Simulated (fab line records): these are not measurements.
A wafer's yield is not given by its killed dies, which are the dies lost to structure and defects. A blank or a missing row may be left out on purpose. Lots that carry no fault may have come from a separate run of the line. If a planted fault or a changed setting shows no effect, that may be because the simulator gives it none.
The same fault as seen by 2 desks ; flow sky130 ; what lay behind the numbers comes last; until then each desk has only its own

THE TOOL OWNER'S DESK: cvd-w-02
The tool's own readings at SKY_VIA2_CVD_21 (deposits W, target thk 420 nm, time 126.4 s): means of the sampled wafers that have a number, for each lot that ran on this tool. If a lot's mean is further than 4 standard deviations from the usual mean, the lot is out of limits and carries the mark OUT (the distance appears in the brackets).
Columns: A = chamber-pressure-Torr at SKY_VIA2_CVD_21, usual 40.00 Torr; B = heater-power-w at SKY_VIA2_CVD_21, usual 799 W
lot;first seen here;A;B
L864;day 37 03:25;40.11;743
L865;day 37 14:13;40.12;752
L866;day 38 04:37;39.94;701
L868;day 38 20:43;40.07;702
L871;day 39 09:25;42.45 (+28) OUT;717
L873;day 40 02:58;41.23 (+14) OUT;753
L883;day 42 21:08;39.93;786
Finding of this desk: L871, L873 out of limits; the first was L871 at day 39 09:25, on chamber-pressure-Torr at SKY_VIA2_CVD_21. L864, L865, L866, L868, L883: within limits.

THE METROLOGY DESK
Lot by lot, what the gauges showed, no matter which tool ran the lot: averages of those sampled wafers that carry a number. If a lot's mean is further than 4 standard deviations from the usual mean, the lot is out of limits and carries the mark OUT (the distance appears in the brackets).
Columns: A = VIA2_W_RS at SKY_VIA2_RS_MEAS_22, usual 0.273 ohm/sq; B = CAPM_TIN_RS at SKY_CAPM_RS_MEAS_03, usual 6.90 ohm/sq
lot;first seen here;A;B
L862;day 36 06:38;0.270;6.84
L863;day 36 21:01;0.268;6.92
L864;day 37 03:32;0.276;6.77
L865;day 37 14:21;0.273;6.88
L866;day 38 04:46;0.274;6.90
L868;day 38 20:51;0.271;6.84
L871;day 39 09:34;0.269;6.94
L873;day 40 03:07;0.270;7.00
L882;day 42 12:46;0.271;7.01
L883;day 42 21:22;0.271;6.89
L884;day 43 00:06;0.275;6.84
L885;day 43 04:55;0.274;7.02
This desk found nothing out of limits on any of the 12 lots.

BROUGHT TOGETHER
An alarm could have come from the tool owner's desk at day 39 09:25, on L871, L873.
Nothing out of limits was seen by the metrology desk.
The metrology desk has L871, L873 on record, within its limits.
On cvd-w-02, each named lot ran SKY_VIA2_CVD_21.

WHAT THE SIMULATOR PUT IN
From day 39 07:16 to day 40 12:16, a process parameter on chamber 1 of cvd-w-02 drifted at SKY_VIA2_CVD_21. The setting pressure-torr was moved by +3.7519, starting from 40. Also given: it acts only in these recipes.
Shown lots that were struck: L871, L873.
Each desk's first reading out of limits, in hours after the fault started: the tool owner's desk, 2.
